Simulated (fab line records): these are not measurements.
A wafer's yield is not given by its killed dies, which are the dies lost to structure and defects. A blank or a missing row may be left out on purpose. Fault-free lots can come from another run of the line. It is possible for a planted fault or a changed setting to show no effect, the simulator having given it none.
2 desks, one fault	flow sfq-line	what lay behind the numbers comes last; until then each desk has only its own

FOR THE TOOL OWNER'S DESK: litho-track-02
The tool's own readings at SFQ_TRILAYER_M3_LITHO_COAT_075 (resist thk 600 nm): means of the sampled wafers that have a number, for each lot that ran on this tool. A lot is out of limits, marked OUT, if its mean lies more than 4 standard deviations from the usual mean; the brackets give that distance.
Columns: A = chill-plate-temp-C at SFQ_TRILAYER_M3_LITHO_COAT_075, usual 22.99 C; B = spin-speed-rpm at SFQ_TRILAYER_M3_LITHO_COAT_075, usual 3000.1 rpm
lot	first seen here	A	B
L434	day 22 14:44	22.96	3001.8
L445	day 37 02:29	22.92	2943.7 (-26) OUT
L447	day 38 03:22	23.10	2942.8 (-26) OUT
This desk's verdict: out of limits on L445, L447, starting with L445 at day 37 02:29 (spin-speed-rpm at SFQ_TRILAYER_M3_LITHO_COAT_075). In limits: L434.

FROM THE METROLOGY DESK
What the gauges read for every lot (on any tool): the sampled wafers with a number, averaged. A lot is out of limits, marked OUT, if its mean lies more than 4 standard deviations from the usual mean; the brackets give that distance.
Columns: A = I2_OVL at SFQ_I2_OVL_MEAS_918, usual -1 nm; B = M3_NB_RS at SFQ_M3_RS_MEAS_919, usual 0.890 ohm/sq; C = M3_OVL at SFQ_M3_OVL_MEAS_921, usual 2 nm
lot	first seen here	A	B	C
L434	day 22 13:07	8	0.886	1
L442	day 36 04:31	-1	0.879	4
L445	day 37 00:55	5	0.892	5
L447	day 38 01:49	0	0.897	1
L451	day 39 03:24	4	0.885	8
L453	day 39 13:01	-13	0.875	2
This desk found nothing out of limits on any of the 6 lots.

BROUGHT TOGETHER
An alarm could have come from the tool owner's desk at day 37 02:29, on L445, L447.
The metrology desk saw nothing out of limits.
The metrology desk holds a record of L445, L447, inside its limits.
Every lot named ran SFQ_TRILAYER_M3_LITHO_COAT_075 on litho-track-02.

WHAT WAS PUT IN BY THE SIMULATOR
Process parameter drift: litho-track-02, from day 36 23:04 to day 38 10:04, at SFQ_TRILAYER_M3_LITHO_COAT_075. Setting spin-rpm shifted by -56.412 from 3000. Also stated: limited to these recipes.
Lots struck among those shown: L445, L447.
How many hours passed from the start of the fault until each desk's first out-of-limits reading: the tool owner's desk, 3.
